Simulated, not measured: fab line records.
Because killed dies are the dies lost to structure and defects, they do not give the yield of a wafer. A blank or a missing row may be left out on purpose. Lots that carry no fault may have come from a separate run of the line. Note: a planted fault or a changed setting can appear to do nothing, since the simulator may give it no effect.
fab line records ; flow sky130
[record] lots = 11; wafers = 33; last_day = 49
route steps=708 shown FIELD_ISO@18 METAL5@662 PAD_OPEN@701
lots with no fault: from the same line, run without faults
start_h: start of the lot's first displayed wafer, in hours after the record's first day ; wait_h: hours from the lot's prior step to this one ; " repeats the value in the row above ; L1.1+2: several wafers, shown together as one row ; - no value present, or no start provided ; * or withheld: withheld ; < > ~ a bound
route shown NAME@n: NAME is a module with steps in the file, n the number in the route of the first one ; usual: mean/standard deviation taken from wafers without a fault ; same: alike in all rows ; chamber/n: place in a boat ; sites: readings site by site ; _std_site: how widely they spread, as a standard deviation ; _edge_site: the outer-site mean with the inner-site mean subtracted ; radius_mm: for every site, how far away it sits from the centre of the wafer ; mask NAME#n: copy n ; behind: tool/chamber where the wafer was last shaped ; hold: why the lot was held/for how many hours/how that ended ; device: which transistor (n, p or np) failed to switch ; end of line: the same wafers' tests at the end of the route ; where a step has no rows: the recipe by itself ; killed: at the first sort, the dies lost to defects and structure; wafer yield is something else ; map: a wafer's dies, marking killed ones x, the rest . and places with no die _
set.NAME: the setting as run; set.NAME@STEP: as run at that earlier step ; model.NAME: the simulator's own value behind a step, which no gauge read
route steps across a sampled set of lots; one table per step, one row per wafer
services: a tool's chamber out of use, with start hour (start_h, from the record's first day; less than 0 if before it), hours out, and reason
[[steps]]
[step SKY_FIELD_ISO_ETCH_17]
[recipe] target_depth_a = 3420; mask_material = Si3N4; chemistry = HBr/Cl2/O2; target = Si; taper_deg = 5; icp_w = 600; bias_w = 150; pressure_mtorr = 15; HBr_flow_sccm = 150; Cl2_flow_sccm = 40; O2_flow_sccm = 6; time_s = 97.7
[usual] drypump_motor_current_A = 5.5/0.51; mfc_cl2_sccm = 40.00/0.12; oes_product_au = 1.003/0.0083; rf_fwd_power_W = 596.4/1.7; throttle_valve_pct = 25.654/0.011
lot.wafer;tool;chamber;start_h;wait_h;drypump_motor_current_A;mfc_cl2_sccm;oes_product_au;rf_fwd_power_W;rf_hours_counter_h;throttle_valve_pct
L845.1;rie_si-02;3;43.32;0.1;5.4;39.84;0.994;596.1;103;25.667
L845.3;rie_si-02;1;43.32;0.1;6.4;39.91;0.989;595.7;45;25.654
L845.6;rie_si-02;1;43.32;0.1;6.4;40.04;0.985;595.8;-;25.668
L846.2;rie_si-01;3;44.93;0.1;5.6;40.01;1.006;595.0;22;25.632
L846.4;rie_si-01;2;44.93;0.1;5.0;39.98;1.010;595.6;88;25.654
L846.5;rie_si-01;2;44.93;0.1;5.0;40.16;0.994;598.1;-;25.658
L847.1;rie_si-02;1;49.67;0.1;6.4;39.87;0.990;595.7;45;25.662
L847.2;rie_si-02;2;49.67;0.1;4.8;39.89;1.010;595.5;21;25.659
L847.4;rie_si-02;0;49.67;0.1;6.2;39.99;1.016;598.8;118;25.659
L848.1;rie_si-02;3;54.42;0.1;5.4;40.28;1.002;597.1;103;25.646
L848.2;rie_si-02;0;54.42;0.1;6.2;40.02;1.006;596.5;118;25.655
L848.4;rie_si-02;2;54.42;0.1;4.9;39.82;1.003;600.1;21;25.653
L851.1;rie_si-01;2;69.17;0.1;4.9;40.02;1.001;597.7;88;25.654
L851.5;rie_si-01;3;69.17;0.1;5.5;40.05;1.011;597.3;-;25.660
L851.6;rie_si-01;2;69.17;0.1;4.9;40.04;1.012;595.2;-;25.649
L852.2;rie_si-02;1;76.09;0.1;6.4;39.96;0.984;597.0;45;25.671
L852.5;rie_si-02;0;76.09;0.1;6.2;39.86;0.997;598.4;-;25.657
L852.6;rie_si-02;1;76.09;0.1;6.4;39.91;0.983;598.0;-;25.655
L853.1;rie_si-01;2;80.92;0.1;5.0;39.79;0.990;594.4;88;25.664
L853.4;rie_si-01;1;80.92;0.1;6.0;40.00;1.005;596.3;22;25.652
L853.5;rie_si-01;2;80.92;0.1;5.0;39.95;0.988;596.7;-;25.646
L854.4;rie_si-02;3;85.89;0.0;5.4;40.00;0.999;597.3;103;25.667
L854.5;rie_si-02;1;85.89;0.0;6.4;40.16;0.985;597.1;-;25.656
L854.6;rie_si-02;2;85.89;0.0;4.9;39.91;0.999;595.3;-;25.650
L858.2;rie_si-01;0;108.24;0.1;5.2;40.07;1.008;597.0;95;25.666
L858.3;rie_si-01;1;108.24;0.1;5.9;39.97;1.011;596.8;22;25.641
L858.4;rie_si-01;2;108.24;0.1;5.0;40.08;1.001;595.1;88;25.660
L860.4;rie_si-01;3;118.39;0.0;5.6;40.17;1.008;592.8;23;25.658
L860.5;rie_si-01;3;118.39;0.0;5.5;40.11;0.990;595.1;-;25.670
L860.6;rie_si-01;2;118.39;0.0;4.9;40.07;0.998;593.3;-;25.665
L861.3;rie_si-02;0;123.28;0.0;6.2;40.13;1.001;594.0;119;25.655
L861.4;rie_si-02;2;123.28;0.0;4.9;39.93;1.006;597.3;22;25.653
L861.6;rie_si-02;0;123.28;0.0;6.2;39.97;1.003;597.6;-;25.677
[step SKY_METAL5_SPUTTER_01]
[recipe] material = TiN; target_thk_nm = 20; power_w = 6500; time_s = 16.7; chamber_pressure_pa = 0.4066
[usual] throttle_valve_pct = 30.0/0.95
lot.wafer;tool;chamber;start_h;wait_h;throttle_valve_pct
L845.1;pvd_sputter-04;-;1036.76;0.0;30.0
L845.3;pvd_sputter-04;-;1036.76;0.0;29.1
L845.6;pvd_sputter-04;-;1036.76;0.0;30.2
L846.2;pvd_sputter-02;-;1037.87;0.0;29.5
L846.4;pvd_sputter-02;-;1037.87;0.0;30.8
L846.5;pvd_sputter-02;-;1037.87;0.0;30.8
L848.1;pvd_sputter-04;-;1042.13;0.0;30.3
L848.2;pvd_sputter-04;-;1042.13;0.0;29.4
L848.4;pvd_sputter-04;-;1042.13;0.0;29.5
L847.1;pvd_sputter-02;-;1042.82;0.0;30.6
L847.2;pvd_sputter-02;-;1042.82;0.0;31.6
L847.4;pvd_sputter-02;-;1042.82;0.0;31.4
L851.1;pvd_sputter-04;-;1061.06;0.0;29.3
L851.5;pvd_sputter-04;-;1061.06;0.0;29.7
L851.6;pvd_sputter-04;-;1061.06;0.0;28.9
L852.2;pvd_sputter-04;-;1064.42;0.0;29.2
L852.5;pvd_sputter-04;-;1064.42;0.0;29.4
L852.6;pvd_sputter-04;-;1064.42;0.0;30.0
L854.4;pvd_sputter-01;-;1071.42;0.0;29.3
L854.5;pvd_sputter-01;-;1071.42;0.0;31.1
L854.6;pvd_sputter-01;-;1071.42;0.0;30.3
L853.1;pvd_sputter-02;-;1072.76;0.0;30.5
L853.4;pvd_sputter-02;-;1072.76;0.0;31.0
L853.5;pvd_sputter-02;-;1072.76;0.0;29.7
L858.2;pvd_sputter-01;-;1111.87;0.0;30.1
L858.3;pvd_sputter-01;-;1111.87;0.0;28.7
L858.4;pvd_sputter-01;-;1111.87;0.0;31.1
L860.4;pvd_sputter-04;-;1115.77;0.0;29.7
L860.5;pvd_sputter-04;-;1115.77;0.0;29.4
L860.6;pvd_sputter-04;-;1115.77;0.0;29.1
L861.3;pvd_sputter-01;-;1117.27;0.0;31.4
L861.4;pvd_sputter-01;-;1117.27;0.0;30.0
L861.6;pvd_sputter-01;-;1117.27;0.0;29.1
[step SKY_PAD_OPEN_ETCH_07]
[recipe] chemistry = CF4/O2; target_depth_nm = 725; stop_on = AlCu; source_w = 800; bias_w = 150; pressure_mtorr = 150; cf4_flow_sccm = 80; O2_flow_sccm = 10; time_s = 161.1
[usual] cf4_flow_sccm = 80.00/0.23; drypump_motor_current_A = 5.9/0.44; oes_product_au = 0.978/0.0067; rf_fwd_power_W = 796.6/2.5; throttle_valve_pct = 5.965/0.0084
lot.wafer;tool;chamber;start_h;wait_h;cf4_flow_sccm;drypump_motor_current_A;oes_product_au;rf_fwd_power_W;rf_hours_counter_h;throttle_valve_pct
L845.1;rie_diel-03;2;1099.89;-;80.04;6.2;0.977;797.4;27;5.955
L845.3;rie_diel-03;0;1099.89;-;79.91;6.4;0.970;795.5;26;5.951
L845.6;rie_diel-03;3;1099.89;-;79.81;6.4;0.976;793.7;-;5.959
L846.2;rie_diel-01;1;1100.21;-;80.05;5.4;0.968;798.0;24;5.961
L846.4;rie_diel-01;3;1100.21;-;79.85;6.1;0.972;797.8;8;5.965
L846.5;rie_diel-01;1;1100.21;-;79.85;5.5;0.976;796.7;-;5.946
L848.1;rie_diel-03;1;1107.49;-;80.21;5.1;0.977;799.7;20;5.952
L848.2;rie_diel-03;2;1107.49;-;79.86;6.2;0.971;794.3;27;5.958
L848.4;rie_diel-03;0;1107.49;-;79.82;6.4;0.985;797.3;26;5.970
L847.1;rie_diel-03;1;1108.44;-;80.20;5.0;0.979;797.8;20;5.981
L847.2;rie_diel-03;2;1108.44;-;80.20;6.2;0.971;797.5;27;5.966
L847.4;rie_diel-03;0;1108.44;-;79.92;6.4;0.976;798.1;26;5.969
L851.1;rie_diel-03;3;1120.14;-;80.22;6.4;0.975;798.8;26;5.972
L851.5;rie_diel-03;3;1120.14;-;80.35;6.4;0.984;794.1;-;5.968
L851.6;rie_diel-03;0;1120.14;-;80.37;6.4;0.983;796.2;-;5.969
L852.2;rie_diel-01;1;1125.92;-;80.47;5.4;0.991;797.3;26;5.967
L852.5;rie_diel-01;1;1125.92;-;80.21;5.5;0.987;800.2;-;5.949
L852.6;rie_diel-01;2;1125.92;-;80.02;5.9;0.985;793.7;-;5.980
L854.4;rie_diel-01;1;1132.24;-;79.89;5.4;0.985;796.1;26;5.964
L854.5;rie_diel-01;3;1132.24;-;79.98;6.1;0.979;797.9;-;5.949
L854.6;rie_diel-01;0;1132.24;-;80.40;5.7;0.992;795.1;-;5.968
L853.1;rie_diel-03;3;1132.59;-;79.95;6.4;0.973;795.3;27;5.977
L853.4;rie_diel-03;1;1132.59;-;80.46;5.1;0.985;798.1;22;5.965
L853.5;rie_diel-03;3;1132.59;-;80.00;6.4;0.974;795.0;-;5.966
L858.2;rie_diel-03;2;1167.22;-;80.26;6.3;0.972;798.3;30;5.972
L858.3;rie_diel-03;3;1167.22;-;80.01;6.4;0.985;797.4;28;5.947
L858.4;rie_diel-03;1;1167.22;-;80.43;5.1;0.988;801.4;23;5.978
L860.4;rie_diel-02;1;1172.76;-;79.78;6.1;0.976;800.9;24;5.973
L860.5;rie_diel-02;1;1172.76;-;79.72;6.1;0.968;796.4;-;5.956
L860.6;rie_diel-02;2;1172.76;-;80.06;5.4;0.974;795.8;-;5.984
L861.3;rie_diel-03;2;1173.82;-;80.11;6.2;0.974;801.8;30;5.956
L861.4;rie_diel-03;3;1173.82;-;80.19;6.4;0.987;799.6;28;5.960
L861.6;rie_diel-03;3;1173.82;-;79.82;6.4;0.985;800.5;-;5.971
[step SKY_PAD_OPEN_STRIP_08]
[recipe] chemistry = O2/N2; power_w = 1400; pressure_mtorr = 1500; platen_temp_c = withheld; overash_fraction = 0.7; o2_flow_sccm = 3000; n2_flow_sccm = 300
[usual] drypump_motor_current_A = 5.74/0.22; oes_product_au = 0.663/0.0048; strip_time_to_endpoint_s = 37.06/0.089
lot.wafer;tool;chamber;start_h;wait_h;drypump_motor_current_A;oes_product_au;rf_hours_counter_h;strip_time_to_endpoint_s
L845.1;plasma_asher-04;0;1100.00;0.1;5.72;0.662;35;37.08
L845.3;plasma_asher-04;1;1100.00;0.1;5.59;0.669;-;37.05
L845.6;plasma_asher-04;1;1100.00;0.1;5.59;0.658;-;37.21
L846.2;plasma_asher-02;1;1100.32;0.1;6.09;0.665;65;37.01
L846.4;plasma_asher-02;1;1100.32;0.1;6.11;0.665;-;36.93
L846.5;plasma_asher-02;0;1100.32;0.1;5.65;0.665;-;37.07
L848.1;plasma_asher-04;1;1107.60;0.1;5.54;0.654;36;36.97
L848.2;plasma_asher-04;0;1107.60;0.1;5.74;0.670;36;36.91
L848.4;plasma_asher-04;0;1107.60;0.1;5.73;0.657;-;36.94
L847.1;plasma_asher-03;0;1108.55;0.1;5.75;0.670;100;37.01
L847.2;plasma_asher-03;1;1108.55;0.1;5.39;0.653;100;37.20
L847.4;plasma_asher-03;0;1108.55;0.1;5.78;0.656;-;37.08
L851.1;plasma_asher-03;0;1120.25;0.1;5.83;0.668;102;36.96
L851.5;plasma_asher-03;1;1120.25;0.1;5.40;0.663;-;37.04
L851.6;plasma_asher-03;0;1120.25;0.1;5.80;0.665;-;37.05
L852.2;plasma_asher-04;0;1126.03;0.1;5.74;0.668;38;37.23
L852.5;plasma_asher-04;0;1126.03;0.1;5.74;0.663;-;37.12
L852.6;plasma_asher-04;1;1126.03;0.1;5.57;0.664;-;37.07
L854.4;plasma_asher-04;0;1132.38;0.1;5.74;0.666;-;37.05
L854.5;plasma_asher-04;1;1132.38;0.1;5.57;0.667;-;37.05
L854.6;plasma_asher-04;0;1132.38;0.1;5.75;0.649;-;36.99
L853.1;plasma_asher-02;1;1132.70;0.1;6.13;0.666;68;37.03
L853.4;plasma_asher-02;0;1132.70;0.1;5.65;0.664;-;37.10
L853.5;plasma_asher-02;1;1132.70;0.1;6.14;0.663;-;37.05
L858.2;plasma_asher-03;0;1167.33;0.1;5.82;0.668;106;37.12
L858.3;plasma_asher-03;1;1167.33;0.1;5.43;0.665;-;37.00
L858.4;plasma_asher-03;0;1167.33;0.1;5.81;0.664;-;37.01
L860.4;plasma_asher-02;1;1172.90;0.1;6.11;0.665;-;36.97
L860.5;plasma_asher-02;1;1172.90;0.1;6.11;0.659;-;36.97
L860.6;plasma_asher-02;0;1172.90;0.1;5.68;0.665;-;36.98
L861.3;plasma_asher-03;1;1173.96;0.1;5.43;0.671;-;37.00
L861.4;plasma_asher-03;0;1173.96;0.1;5.80;0.662;-;37.04
L861.6;plasma_asher-03;0;1173.96;0.1;5.75;0.655;-;37.05
[step SKY_PAD_OPEN_PROBE_99]
[usual] killed_at_M0_to_M3 = 43/7.7; killed_at_M4_up = 3.0/1.7; killed_at_contacts = 24/5.2; killed_at_front_end = 15/4.5; killed_at_other = 0.3/0.5; killed_dies = 85/9.5; killed_open = 47/6.6; killed_short = 38/6.6
[same] gross_dies = 492; killed_at_back_side = 0
lot.wafer;tool;chamber;start_h;wait_h;hold;killed_at_M0_to_M3;killed_at_M4_up;killed_at_contacts;killed_at_front_end;killed_at_other;killed_dies;killed_open;killed_short
L845.1;prober-01;-;1102.21;0.1;-;46;1;28;13;0;88;48;40
L845.3;prober-01;-;1102.31;0.2;-;34;1;25;23;0;83;39;44
L845.6;prober-01;-;1102.46;0.2;-;42;5;33;17;0;97;56;41
L846.2;prober-02;-;1102.58;0.1;-;40;3;27;15;0;85;43;42
L846.4;prober-02;-;1102.68;0.2;-;42;2;20;25;1;90;49;41
L846.5;prober-02;-;1102.73;0.2;-;40;4;16;12;1;73;40;33
L848.1;prober-01;-;1109.87;0.1;-;46;2;12;11;0;71;43;28
L848.2;prober-01;-;1109.92;0.1;-;38;3;22;11;0;74;41;33
L848.4;prober-01;-;1110.02;0.2;-;36;5;17;12;0;70;37;33
L847.1;prober-02;-;1111.07;0.1;-;40;1;21;17;0;79;44;35
L847.2;prober-02;-;1111.12;0.1;-;47;3;21;9;0;80;46;34
L847.4;prober-02;-;1111.22;0.2;-;48;3;19;11;0;81;41;40
L851.1;prober-01;-;1122.53;0.1;-;30;5;19;13;0;67;40;27
L851.5;prober-01;-;1122.73;0.2;-;32;4;26;18;0;80;35;45
L851.6;prober-01;-;1122.78;0.2;-;38;3;26;13;0;80;51;29
L852.2;prober-02;-;1128.30;0.1;-;40;3;16;15;1;75;46;29
L852.5;prober-02;-;1128.45;0.2;-;40;3;27;23;0;93;52;41
L852.6;prober-02;-;1128.50;0.2;-;45;2;19;13;0;79;52;27
L854.4;prober-01;-;1134.99;0.2;-;49;2;32;15;2;100;62;38
L854.5;prober-01;-;1135.04;0.2;-;58;4;32;11;1;106;63;43
L854.6;prober-01;-;1135.09;0.2;-;48;2;33;11;1;95;53;42
L853.1;prober-01;-;1135.14;0.1;-;36;3;24;10;0;73;34;39
L853.4;prober-01;-;1135.29;0.2;-;41;3;28;15;1;88;51;37
L853.5;prober-01;-;1135.34;0.2;-;37;2;29;19;0;87;50;37
L858.2;prober-01;-;1169.59;0.1;-;44;4;25;24;0;97;57;40
L858.3;prober-01;-;1169.64;0.2;-;59;3;19;11;0;92;52;40
L858.4;prober-01;-;1169.69;0.2;-;52;1;20;15;0;88;47;41
L860.4;prober-01;-;1175.28;0.2;-;44;4;30;15;0;93;49;44
L860.5;prober-01;-;1175.33;0.2;-;35;3;24;10;1;73;44;29
L860.6;prober-01;-;1175.38;0.2;-;46;1;27;17;0;91;50;41
L861.3;prober-02;-;1176.39;0.2;await_dispo/2.6h/release;32;4;30;66;0;132;45;45
L861.4;prober-02;-;1176.44;0.2;await_dispo/2.6h/release;41;2;17;24;0;84;52;32
L861.6;prober-02;-;1176.54;0.2;await_dispo/2.6h/release;33;1;18;67;1;120;40;29
// killed by level:class
L845.1 VIA1:geometric_particle:open=10 LI_CONTACT:geometric_particle:open=8 VIA1:geometric_particle:short=8 VIA3:geometric_particle:open=8 METAL2:geometric_particle:short=7 CONTACT:geometric_particle:short=5 POLY_GATE:geometric_particle:open=4 LI_CONTACT:geometric_particle:short=4
L845.3 FIELD_ISO:geometric_particle:short=8 CONTACT:geometric_particle:open=7 LI_CONTACT:geometric_particle:open=6 POLY_GATE:geometric_particle:open=5 LOCAL_INTERCONNECT:geometric_particle:short=5 CONTACT:geometric_particle:short=5 METAL1:geometric_particle:short=5 VIA2:geometric_particle:open=5
L845.6 CONTACT:geometric_particle:open=15 LI_CONTACT:geometric_particle:open=10 VIA1:geometric_particle:open=9 FIELD_ISO:geometric_particle:short=6 FIELD_ISO:geometric_particle:open=6 METAL2:geometric_particle:short=6 VIA3:geometric_particle:open=6 VIA1:geometric_particle:short=5
L846.2 CONTACT:geometric_particle:open=9 METAL2:geometric_particle:short=8 LI_CONTACT:geometric_particle:open=6 VIA3:geometric_particle:open=6 FIELD_ISO:geometric_particle:short=5 VIA1:geometric_particle:open=5 VIA2:geometric_particle:open=5 CONTACT:geometric_particle:short=4
L846.4 VIA1:geometric_particle:open=9 VIA2:geometric_particle:open=9 POLY_GATE:geometric_particle:open=8 METAL2:geometric_particle:short=6 FIELD_ISO:geometric_particle:open=5 POLY_GATE:geometric_particle:short=5 LI_CONTACT:geometric_particle:open=5 METAL1:geometric_particle:short=5
L846.5 VIA2:geometric_particle:open=7 LOCAL_INTERCONNECT:geometric_particle:short=6 CONTACT:geometric_particle:open=6 VIA1:geometric_particle:short=5 METAL1:geometric_particle:open=5 VIA1:geometric_particle:open=5 LI_CONTACT:geometric_particle:open=4 VIA2:geometric_particle:short=4
L848.1 VIA1:geometric_particle:open=11 VIA3:geometric_particle:open=9 FIELD_ISO:geometric_particle:open=6 METAL1:geometric_particle:short=5 VIA1:geometric_particle:short=5 LI_CONTACT:geometric_particle:open=4 LI_CONTACT:geometric_particle:short=3 CONTACT:geometric_particle:open=3
L848.2 VIA1:geometric_particle:open=10 LI_CONTACT:geometric_particle:open=7 CONTACT:geometric_particle:open=7 VIA1:geometric_particle:short=6 VIA2:geometric_particle:open=6 VIA3:geometric_particle:open=5 POLY_GATE:geometric_particle:short=4 LOCAL_INTERCONNECT:geometric_particle:short=4
L848.4 CONTACT:geometric_particle:open=9 VIA1:geometric_particle:short=7 VIA3:geometric_particle:open=7 VIA1:geometric_particle:open=5 METAL4:geometric_particle:short=5 FIELD_ISO:geometric_particle:open=4 LI_CONTACT:geometric_particle:open=3 POLY_GATE:geometric_particle:short=3
L847.1 VIA1:geometric_particle:open=12 CONTACT:geometric_particle:open=11 POLY_GATE:geometric_particle:short=8 METAL2:geometric_particle:short=6 VIA2:geometric_particle:open=6 POLY_GATE:geometric_particle:open=4 LI_CONTACT:geometric_particle:open=4 VIA1:geometric_particle:short=4
L847.2 CONTACT:geometric_particle:open=10 VIA1:geometric_particle:open=9 VIA2:geometric_particle:open=7 VIA3:geometric_particle:open=6 POLY_GATE:geometric_particle:open=4 CONTACT:geometric_particle:short=4 METAL1:geometric_particle:short=4 VIA1:geometric_particle:short=4
L847.4 VIA1:geometric_particle:open=13 CONTACT:geometric_particle:open=8 METAL1:geometric_particle:short=8 METAL2:geometric_particle:short=7 POLY_GATE:geometric_particle:open=5 VIA3:geometric_particle:short=5 CONTACT:geometric_particle:short=4 VIA3:geometric_particle:open=4
L851.1 VIA1:geometric_particle:open=10 CONTACT:geometric_particle:open=9 VIA2:geometric_particle:open=6 FIELD_ISO:geometric_particle:open=5 METAL2:geometric_particle:short=5 LI_CONTACT:geometric_particle:short=4 POLY_GATE:geometric_particle:short=3 CONTACT:geometric_particle:short=3
L851.5 VIA1:geometric_particle:open=11 CONTACT:geometric_particle:short=10 CONTACT:geometric_particle:open=7 METAL2:geometric_particle:short=6 FIELD_ISO:geometric_particle:open=5 FIELD_ISO:geometric_particle:short=5 METAL4:geometric_particle:short=4 POLY_GATE:geometric_particle:open=4
L851.6 VIA1:geometric_particle:open=15 CONTACT:geometric_particle:open=11 METAL2:geometric_particle:short=7 LI_CONTACT:geometric_particle:open=6 VIA2:geometric_particle:open=5 POLY_GATE:geometric_particle:open=5 LI_CONTACT:geometric_particle:short=4 CONTACT:geometric_particle:short=3
L852.2 METAL1:geometric_particle:short=9 VIA1:geometric_particle:open=9 CONTACT:geometric_particle:open=7 VIA2:geometric_particle:open=5 FIELD_ISO:geometric_particle:open=4 CONTACT:geometric_particle:short=4 METAL1:geometric_particle:open=4 METAL2:geometric_particle:short=4
L852.5 VIA1:geometric_particle:open=11 CONTACT:geometric_particle:open=9 POLY_GATE:geometric_particle:short=8 LI_CONTACT:geometric_particle:open=8 METAL2:geometric_particle:short=7 VIA3:geometric_particle:open=7 POLY_GATE:geometric_particle:open=6 FIELD_ISO:geometric_particle:open=5
L852.6 VIA1:geometric_particle:open=15 CONTACT:geometric_particle:open=9 VIA3:geometric_particle:open=9 FIELD_ISO:geometric_particle:open=7 LI_CONTACT:geometric_particle:open=5 METAL1:geometric_particle:short=5 VIA1:geometric_particle:short=4 METAL2:geometric_particle:short=4
L854.4 VIA1:geometric_particle:open=15 CONTACT:geometric_particle:open=12 LI_CONTACT:geometric_particle:open=11 METAL1:geometric_particle:short=7 CONTACT:geometric_particle:short=6 VIA2:geometric_particle:open=6 VIA1:geometric_particle:short=5 POLY_GATE:geometric_particle:open=4
L854.5 VIA1:geometric_particle:open=17 CONTACT:geometric_particle:open=10 VIA2:geometric_particle:open=9 LOCAL_INTERCONNECT:geometric_particle:short=8 VIA3:geometric_particle:open=8 LI_CONTACT:geometric_particle:open=7 METAL2:geometric_particle:short=7 CONTACT:geometric_particle:short=4
L854.6 CONTACT:geometric_particle:open=13 LI_CONTACT:geometric_particle:open=10 VIA2:geometric_particle:open=9 VIA1:geometric_particle:open=6 METAL1:geometric_particle:short=6 VIA1:geometric_particle:short=6 CONTACT:geometric_particle:short=5 VIA3:geometric_particle:open=5
L853.1 VIA1:geometric_particle:open=9 LI_CONTACT:geometric_particle:open=5 LOCAL_INTERCONNECT:geometric_particle:short=5 CONTACT:geometric_particle:open=5 VIA2:geometric_particle:short=5 METAL1:geometric_particle:short=4 CONTACT:geometric_particle:short=4 VIA2:geometric_particle:open=4
L853.4 LI_CONTACT:geometric_particle:open=10 VIA1:geometric_particle:open=10 CONTACT:geometric_particle:open=8 VIA2:geometric_particle:open=6 FIELD_ISO:geometric_particle:short=5 LI_CONTACT:geometric_particle:short=5 METAL1:geometric_particle:short=4 CONTACT:geometric_particle:short=4
L853.5 LI_CONTACT:geometric_particle:open=11 VIA2:geometric_particle:open=10 CONTACT:geometric_particle:open=9 METAL2:geometric_particle:short=6 VIA1:geometric_particle:short=6 FIELD_ISO:geometric_particle:short=5 FIELD_ISO:geometric_particle:open=5 METAL1:geometric_particle:short=4
L858.2 VIA1:geometric_particle:open=10 LI_CONTACT:geometric_particle:open=10 CONTACT:geometric_particle:open=10 METAL3:geometric_particle:short=7 POLY_GATE:geometric_particle:short=6 VIA3:geometric_particle:open=6 VIA1:geometric_particle:short=5 FIELD_ISO:geometric_particle:open=4
L858.3 VIA1:geometric_particle:open=12 VIA3:geometric_particle:open=12 METAL2:geometric_particle:short=8 CONTACT:geometric_particle:open=8 METAL1:geometric_particle:short=6 VIA1:geometric_particle:short=5 LI_CONTACT:geometric_particle:open=5 POLY_GATE:geometric_particle:short=4
L858.4 VIA1:geometric_particle:open=8 METAL2:geometric_particle:short=8 CONTACT:geometric_particle:open=7 VIA3:geometric_particle:open=7 CONTACT:geometric_particle:short=6 VIA2:geometric_particle:open=6 POLY_GATE:geometric_particle:short=5 LI_CONTACT:geometric_particle:open=5
L860.4 CONTACT:geometric_particle:open=12 VIA1:geometric_particle:open=11 LI_CONTACT:geometric_particle:open=8 VIA1:geometric_particle:short=7 POLY_GATE:geometric_particle:short=5 METAL1:geometric_particle:short=5 METAL2:geometric_particle:short=5 VIA3:geometric_particle:open=5
L860.5 LI_CONTACT:geometric_particle:open=16 VIA1:geometric_particle:open=7 METAL1:geometric_particle:short=6 VIA2:geometric_particle:open=6 VIA2:geometric_particle:short=5 POLY_GATE:geometric_particle:open=4 CONTACT:geometric_particle:open=4 METAL3:geometric_particle:short=4
L860.6 LI_CONTACT:geometric_particle:open=10 VIA1:geometric_particle:open=10 CONTACT:geometric_particle:open=9 METAL2:geometric_particle:short=8 POLY_GATE:geometric_particle:open=6 VIA3:geometric_particle:open=5 VIA1:geometric_particle:short=4 VIA3:geometric_particle:short=4
L861.3 FIELD_ISO:unspecified=42 FIELD_ISO:geometric_particle:short=10 VIA3:geometric_particle:open=8 LI_CONTACT:geometric_particle:open=7 METAL2:geometric_particle:short=7 LOCAL_INTERCONNECT:geometric_particle:open=6 CONTACT:geometric_particle:short=6 VIA1:geometric_particle:open=6
L861.4 VIA1:geometric_particle:open=13 VIA2:geometric_particle:open=10 FIELD_ISO:geometric_particle:open=7 LI_CONTACT:geometric_particle:open=7 VIA2:geometric_particle:short=7 CONTACT:geometric_particle:open=7 FIELD_ISO:geometric_particle:short=6 POLY_GATE:geometric_particle:open=5
L861.6 FIELD_ISO:unspecified=51 VIA1:geometric_particle:open=8 CONTACT:geometric_particle:open=7 FIELD_ISO:geometric_particle:short=5 FIELD_ISO:geometric_particle:open=5 LOCAL_INTERCONNECT:geometric_particle:short=5 METAL2:geometric_particle:short=4 VIA3:geometric_particle:open=4
[[services]]
tool;chamber;start_h;hours;kind
rie_si-02;0;129.38;6.1;repair
rie_diel-03;-;134.15;14.6;pm
rie_diel-03;2;180.37;1.6;repair
rie_si-02;-;228.71;0.3;repair
rie_diel-03;0;239.24;4.4;repair
rie_diel-03;3;264.84;7.7;repair
rie_diel-03;3;301.49;3.0;repair
rie_diel-03;1;399.41;1.3;repair
rie_diel-03;1;407.27;13.8;repair
rie_diel-03;0;489.06;6.6;repair
rie_diel-03;3;508.07;10.1;repair
rie_diel-03;1;544.94;19.5;repair
rie_diel-03;1;775.30;7.5;repair
rie_diel-03;-;817.39;2.8;pm
rie_diel-03;1;869.56;4.3;repair
rie_diel-03;-;896.63;2.2;repair
rie_diel-03;3;956.89;4.4;repair
rie_diel-03;0;1051.92;1.3;repair
rie_diel-03;0;1069.02;7.7;repair
rie_diel-03;-;1077.86;0.8;repair
rie_diel-03;1;1090.39;8.3;repair
rie_diel-03;1;1120.72;2.8;repair
rie_diel-03;-;1138.50;0.4;repair
rie_diel-03;-;1172.24;0.9;repair
[[key]]
[first_sign] step = SKY_PAD_OPEN_PROBE_99; reading = killed_at_front_end; direction = up; sigmas = 11; usual = 15; struck = 66
[effect] step = SKY_PAD_OPEN_PROBE_99; reading = killed_dies; direction = up; sigmas = 4.3; usual = 85; struck = 126
met_at SKY_FIELD_ISO_ETCH_17
struck_lots L861
struck_wafers L861.3,L861.6
tester_left_out L861
not_acting_at SKY_METAL5_SPUTTER_01,SKY_PAD_OPEN_ETCH_07,SKY_PAD_OPEN_STRIP_08
onset_between 76.09 123.28
[fault] kind = chamber_particle_source; tool = rie_si-02; chamber = 0; onset_h = 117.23; steps = SKY_FIELD_ISO_ETCH_17; rate_per_visit_cm2 = 0.59843; end_h = 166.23
// tester_left_out: of these lots the tester's yield and bins aren't shown, on N5 and GAA mostly nor the transistor test; their killed dies are dies lost to structure and defects alone, not to doping, threshold or leakage, so they don't give the yield
